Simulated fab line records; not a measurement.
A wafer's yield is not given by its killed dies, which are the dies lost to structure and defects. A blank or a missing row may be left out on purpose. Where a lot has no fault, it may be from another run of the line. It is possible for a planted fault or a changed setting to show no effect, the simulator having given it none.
fab line records + flow gf180mcu + part 2 of 2: steps 32 to 43 of 43
record
- lots=5
- wafers=15
- last-day=33
route steps=602 shown VT_IMPLANT@125 MVSD@136 NWELL@137 LVPWELL@138 MVPSD@139 DUAL_GATE@141 POLY_GATE@157
lots with no fault: from the same line, run without faults
start-h: the number of hours between the record's first day and the start of the first shown wafer of the lot + wait-h: how many hours have passed since the lot's step before this one + " the same as in the row above + L1.1+2: a row that stands for several wafers + - either no value or no given start + * or withheld: withheld + < > ~ a bound
route shown NAME@n: a module of which the file shows steps, and the number in the route of the first + usual: the fault-free wafers' mean and standard deviation + same: alike in all rows + chamber/n: place in a boat + sites: the reading at each site + _std_site: standard deviation of those values + _edge_site: mean of outer sites minus mean of inner sites + radius-mm: for every site, how far away it sits from the centre of the wafer + mask NAME#n: copy n + behind: the most recent tool/chamber to have shaped the wafer + hold: reason for holding the lot/hours on hold/outcome of the hold + device: transistor that didn't switch, given as n, p or np + end of line: the tests these same wafers got at the end of their route + a step with no rows: only its recipe + killed: dies lost to structure and defects at the first sort, not the wafer's yield + map: a wafer's dies, x killed, . not, _ none there
set.NAME: the setting as run; set.NAME@STEP: as run at that earlier step + model.NAME: the simulator's own value behind a step, which no gauge read
lots at selected steps of the route; one table per step, one row per wafer
services: when a tool's chamber went out of use (start-h, in hours from the record's first day, below 0 if earlier), for how many hours, and the reason
## steps
# step GF_DUAL_GATE_OXIDATION_15
# recipe
- temp-c=850
- ambient=O2
- stabilise-s=600
- purge-s=300
- target-thk-a=70.98
- ox-time-s=1995
# usual
- ox-temp-c-max=853.8/1.3
- zone-power-upper-pct=16.5/0.7
# same
- ox-time-s=1995
| lot.wafer | tool       | chamber | start-h | wait-h | ox-temp-c-max | zone-power-upper-pct |
|-----------|------------|---------|---------|--------|---------------|----------------------|
| L081.4    | furnace-02 | 0       | 234.21  | 0.9    | 855.2         | 15.7                 |
| L081.5    | "          | 0       | "       | "      | 856.1         | 16.1                 |
| L081.6    | "          | 0       | "       | "      | 853.8         | 15.8                 |
| L084.1    | furnace-01 | 0       | 253.27  | 0.0    | 852.0         | 17.1                 |
| L084.4    | "          | 0       | "       | "      | 852.4         | 17.4                 |
| L084.6    | "          | 0       | "       | "      | 852.0         | 17.4                 |
| L086.1    | furnace-02 | 0       | 268.29  | 0.3    | 853.2         | 15.8                 |
| L086.2    | "          | 0       | "       | "      | 854.8         | 15.9                 |
| L086.4    | "          | 0       | "       | "      | 855.2         | 16.1                 |
| L087.4    | furnace-02 | 0       | 273.21  | 0.7    | 854.7         | 15.6                 |
| L087.5    | "          | 0       | "       | "      | 853.8         | 16.1                 |
| L087.6    | "          | 0       | "       | "      | 855.7         | 15.9                 |
| L089.1    | furnace-01 | 0       | 288.27  | 0.3    | 852.4         | 17.1                 |
| L089.3    | "          | 0       | "       | "      | 851.9         | 17.4                 |
| L089.6    | "          | 0       | "       | "      | 853.0         | 17.4                 |
# step GF_POLY_GATE_CVD_00
# recipe
- material=poly-Si
- target-thk-nm=200
- temp-c=620
- time-s=1200
- pressure-mtorr=200
# usual
- zone-power-upper-pct=8.6/0.73
| lot.wafer | tool     | chamber | start-h | wait-h | zone-power-upper-pct |
|-----------|----------|---------|---------|--------|----------------------|
| L081.4    | lpcvd-01 | 1       | 235.76  | 0.0    | 7.5                  |
| L081.5    | "        | 1       | "       | "      | 7.7                  |
| L081.6    | "        | 1       | "       | "      | 7.6                  |
| L084.1    | lpcvd-01 | 1       | 254.83  | 0.0    | 7.7                  |
| L084.4    | "        | 1       | "       | "      | 7.7                  |
| L084.6    | "        | 1       | "       | "      | 7.8                  |
| L086.1    | lpcvd-02 | 0       | 269.85  | 0.0    | 8.2                  |
| L086.2    | "        | 0       | "       | "      | 8.2                  |
| L086.4    | "        | 0       | "       | "      | 8.1                  |
| L087.4    | lpcvd-01 | 0       | 274.76  | 0.0    | 9.4                  |
| L087.5    | "        | 0       | "       | "      | 9.3                  |
| L087.6    | "        | 0       | "       | "      | 9.3                  |
| L089.1    | lpcvd-01 | 1       | 289.83  | 0.0    | 7.6                  |
| L089.3    | "        | 1       | "       | "      | 7.7                  |
| L089.6    | "        | 1       | "       | "      | 7.8                  |
# step GF_POLY_GATE_THK_MEAS_01
# recipe
- reads=poly-Si_of_POLY_GATE_CVD_00
# usual
- POLY_GATE_CVD_00_THK=200.5/1.8
| lot.wafer | tool          | chamber | start-h | wait-h | POLY_GATE_CVD_00_THK[nm] |
|-----------|---------------|---------|---------|--------|--------------------------|
| L081.4    | film-metro-01 | -       | 237.79  | 0.0    | 200.5                    |
| L081.5    | "             | -       | "       | "      | 199.9                    |
| L081.6    | "             | -       | "       | "      | 199.9                    |
| L084.1    | film-metro-02 | -       | 256.16  | 0.0    | 197.2                    |
| L084.4    | "             | -       | "       | "      | 198.0                    |
| L084.6    | "             | -       | "       | "      | 199.8                    |
| L086.1    | film-metro-01 | -       | 271.18  | 0.0    | 202.2                    |
| L086.2    | "             | -       | "       | "      | 202.4                    |
| L086.4    | "             | -       | "       | "      | 199.7                    |
| L087.4    | film-metro-02 | -       | 276.12  | 0.0    | 197.1                    |
| L087.5    | "             | -       | "       | "      | 197.5                    |
| L087.6    | "             | -       | "       | "      | 197.4                    |
| L089.1    | film-metro-03 | -       | 291.16  | 0.0    | 198.2                    |
| L089.3    | "             | -       | "       | "      | 199.7                    |
| L089.6    | "             | -       | "       | "      | 199.8                    |
# step GF_POLY_GATE_DEHYDRATE_02
# recipe
- temp-c=200
- time-s=60
# usual
- plate-temp-C=200.02/0.17
| lot.wafer | tool           | chamber | start-h | wait-h | plate-temp-C |
|-----------|----------------|---------|---------|--------|--------------|
| L081.4    | litho-track-02 | 0       | 246.90  | 9.1    | 199.82       |
| L081.5    | "              | 0       | "       | "      | 200.07       |
| L081.6    | "              | 0       | "       | "      | 199.95       |
| L084.1    | litho-track-04 | 0       | 265.02  | 8.9    | 200.02       |
| L084.4    | "              | 0       | "       | "      | 199.97       |
| L084.6    | "              | 0       | "       | "      | 199.91       |
| L086.1    | litho-track-02 | 0       | 280.27  | 9.1    | 199.81       |
| L086.2    | "              | 0       | "       | "      | 199.68       |
| L086.4    | "              | 0       | "       | "      | 200.04       |
| L087.4    | litho-track-01 | 0       | 285.45  | 9.3    | 200.06       |
| L087.5    | "              | 0       | "       | "      | 200.24       |
| L087.6    | "              | 0       | "       | "      | 199.90       |
| L089.1    | litho-track-04 | 0       | 301.02  | 9.8    | 199.87       |
| L089.3    | "              | 0       | "       | "      | 199.77       |
| L089.6    | "              | 0       | "       | "      | 199.87       |
# step GF_POLY_GATE_HMDS_03
# recipe
- prime-time-s=60
- prime-temp-c=120
| lot.wafer  | tool           | chamber | start-h | wait-h |
|------------|----------------|---------|---------|--------|
| L081.4+5+6 | litho-track-02 | 0       | 247.05  | 0.1    |
| L084.1+4+6 | litho-track-04 | 0       | 265.17  | 0.1    |
| L086.1+2+4 | litho-track-02 | 0       | 280.42  | 0.1    |
| L087.4+5+6 | litho-track-01 | 0       | 285.60  | 0.1    |
| L089.1+3+6 | litho-track-04 | 0       | 301.17  | 0.1    |
# step GF_POLY_GATE_COAT_04
# recipe
- resist=BARC
- temp-c=withheld
- time-s=withheld
- spin-rpm=withheld
- resist-thk-nm=withheld
| lot.wafer  | tool           | chamber | start-h | wait-h |
|------------|----------------|---------|---------|--------|
| L081.4+5+6 | litho-track-02 | 0       | 247.20  | 0.1    |
| L084.1+4+6 | litho-track-04 | 0       | 265.32  | 0.1    |
| L086.1+2+4 | litho-track-02 | 0       | 280.57  | 0.1    |
| L087.4+5+6 | litho-track-01 | 0       | 285.75  | 0.1    |
| L089.1+3+6 | litho-track-04 | 0       | 301.32  | 0.1    |
# step GF_POLY_GATE_COAT_05
# recipe
- resist=KrF
- spin-rpm=withheld
- resist-thk-nm=700
| lot.wafer  | tool           | chamber | start-h | wait-h |
|------------|----------------|---------|---------|--------|
| L081.4+5+6 | litho-track-02 | 0       | -       | -      |
| L084.1+4+6 | litho-track-04 | 0       | -       | -      |
| L086.1+2+4 | litho-track-02 | 0       | -       | -      |
| L087.4+5+6 | litho-track-01 | 0       | -       | -      |
| L089.1+3+6 | litho-track-04 | 0       | -       | -      |
# step GF_POLY_GATE_SOFTBAKE_06
# recipe
- temp-c=130
- time-s=60
- resist=KrF
# usual
- plate-temp-C=130.00/0.13
| lot.wafer | tool           | chamber | start-h | wait-h | plate-temp-C |
|-----------|----------------|---------|---------|--------|--------------|
| L081.4    | litho-track-02 | 0       | -       | -      | 130.03       |
| L081.5    | "              | 0       | "       | "      | 130.29       |
| L081.6    | "              | 0       | "       | "      | 130.23       |
| L084.1    | litho-track-04 | 0       | -       | -      | 129.80       |
| L084.4    | "              | 0       | "       | "      | 130.08       |
| L084.6    | "              | 0       | "       | "      | 129.89       |
| L086.1    | litho-track-02 | 0       | -       | -      | 129.87       |
| L086.2    | "              | 0       | "       | "      | 129.98       |
| L086.4    | "              | 0       | "       | "      | 129.96       |
| L087.4    | litho-track-01 | 0       | -       | -      | 129.99       |
| L087.5    | "              | 0       | "       | "      | 130.10       |
| L087.6    | "              | 0       | "       | "      | 130.06       |
| L089.1    | litho-track-04 | 0       | -       | -      | 129.65       |
| L089.3    | "              | 0       | "       | "      | 130.12       |
| L089.6    | "              | 0       | "       | "      | 129.98       |
# step GF_POLY_GATE_EXPOSE_07
# recipe
- mask-id=Poly2
- target-cd-nm=280
- na=0.68
- source-shape=conventional
- sigma-outer=0.6
- dose-mj=28
# same
- na=0.68
- sigma-outer=0.6
| lot.wafer  | tool           | chamber | start-h | wait-h | mask    |
|------------|----------------|---------|---------|--------|---------|
| L081.4+5+6 | krf-scanner-02 | 0       | -       | -      | Poly2#0 |
| L084.1+4+6 | krf-scanner-01 | 0       | -       | -      | Poly2#0 |
| L086.1+2+4 | krf-scanner-01 | 0       | -       | -      | Poly2#0 |
| L087.4+5+6 | krf-scanner-01 | 0       | -       | -      | Poly2#0 |
| L089.1+3+6 | krf-scanner-01 | 0       | -       | -      | Poly2#0 |
# step GF_POLY_GATE_PEB_08
# recipe
- peb-temp-c=135
- peb-time-s=90
- resist=KrF
# usual
- plate-temp-C=134.99/0.14
| lot.wafer | tool           | chamber | start-h | wait-h | plate-temp-C |
|-----------|----------------|---------|---------|--------|--------------|
| L081.4    | litho-track-01 | 0       | -       | -      | 135.15       |
| L081.5    | "              | 0       | "       | "      | 135.12       |
| L081.6    | "              | 0       | "       | "      | 135.14       |
| L084.1    | litho-track-04 | 0       | -       | -      | 134.97       |
| L084.4    | "              | 0       | "       | "      | 134.80       |
| L084.6    | "              | 0       | "       | "      | 134.88       |
| L086.1    | litho-track-02 | 0       | -       | -      | 135.09       |
| L086.2    | "              | 0       | "       | "      | 135.02       |
| L086.4    | "              | 0       | "       | "      | 134.97       |
| L087.4    | litho-track-01 | 0       | -       | -      | 134.98       |
| L087.5    | "              | 0       | "       | "      | 135.08       |
| L087.6    | "              | 0       | "       | "      | 135.08       |
| L089.1    | litho-track-01 | 0       | -       | -      | 134.78       |
| L089.3    | "              | 0       | "       | "      | 134.91       |
| L089.6    | "              | 0       | "       | "      | 134.83       |
# step GF_POLY_GATE_DEVELOP_09
# recipe
- develop-time-s=60
- resist=KrF
- dev-temp-c=21
| lot.wafer  | tool           | chamber | start-h | wait-h |
|------------|----------------|---------|---------|--------|
| L081.4+5+6 | litho-track-01 | 0       | 256.81  | 0.1    |
| L084.1+4+6 | litho-track-04 | 0       | 275.57  | 0.2    |
| L086.1+2+4 | litho-track-02 | 0       | 290.72  | 0.2    |
| L087.4+5+6 | litho-track-01 | 0       | 296.35  | 0.1    |
| L089.1+3+6 | litho-track-01 | 0       | 311.98  | 0.2    |
# step GF_POLY_GATE_CD_MEAS_10
# recipe
- target-cd-nm=280
# usual
- cd-nm=279.7/1.1
| lot.wafer | tool      | chamber | start-h | wait-h | cd-nm |
|-----------|-----------|---------|---------|--------|-------|
| L081.4    | cd-sem-01 | -       | 256.94  | 0.1    | 278.1 |
| L081.5    | "         | -       | "       | "      | 278.2 |
| L081.6    | "         | -       | "       | "      | 278.3 |
| L084.1    | cd-sem-02 | -       | 275.72  | 0.1    | 278.6 |
| L084.4    | "         | -       | "       | "      | 279.4 |
| L084.6    | "         | -       | "       | "      | 280.1 |
| L086.1    | cd-sem-02 | -       | 290.87  | 0.1    | 281.1 |
| L086.2    | "         | -       | "       | "      | 280.3 |
| L086.4    | "         | -       | "       | "      | 280.9 |
| L087.4    | cd-sem-02 | -       | 296.49  | 0.1    | 277.7 |
| L087.5    | "         | -       | "       | "      | 277.5 |
| L087.6    | "         | -       | "       | "      | 277.9 |
| L089.1    | cd-sem-01 | -       | 312.13  | 0.1    | 282.5 |
| L089.3    | "         | -       | "       | "      | 281.3 |
| L089.6    | "         | -       | "       | "      | 280.8 |
## services
| tool             | chamber | start-h | hours | kind                      |
|------------------|---------|---------|-------|---------------------------|
| krf-scanner-01   | -       | 187.53  | 1.3   | pm                        |
| krf-scanner-01   | -       | 189.73  | 0.8   | pm                        |
| krf-scanner-02   | -       | 197.81  | 1.5   | repair                    |
| plasma-asher-01  | -       | 198.89  | 3.9   | repair                    |
| litho-track-01   | -       | 209.84  | -     | consumable-replace:filter |
| iline-stepper-02 | -       | 213.46  | 2.1   | pm                        |
| krf-scanner-01   | -       | 215.42  | 4.4   | pm                        |
| iline-stepper-01 | -       | 215.55  | 2.1   | pm                        |
| iline-stepper-02 | -       | 215.55  | -     | consumable-replace:lamp   |
| krf-scanner-02   | -       | 224.35  | 4.0   | pm                        |
| plasma-asher-02  | -       | 225.62  | 4.0   | repair                    |
| furnace-02       | -       | 237.16  | 3.3   | pm                        |
| krf-scanner-01   | -       | 237.60  | 1.0   | pm                        |
| wet-bench-01     | -       | 243.35  | 1.3   | repair                    |
| plasma-asher-03  | -       | 251.21  | 5.1   | repair                    |
| krf-scanner-02   | -       | 265.59  | 1.0   | pm                        |
| krf-scanner-02   | -       | 268.81  | 1.3   | pm                        |
| implanter-01     | -       | 284.37  | 1.4   | repair                    |
| furnace-02       | -       | 284.69  | 3.3   | pm                        |
| wet-bench-03     | -       | 284.74  | 4.6   | repair                    |
| furnace-01       | -       | 300.57  | 4.7   | pm                        |
| implanter-01     | -       | 307.76  | 0.7   | repair                    |
| plasma-asher-04  | -       | 308.63  | 1.6   | repair                    |
| krf-scanner-02   | -       | 310.95  | 0.8   | pm                        |
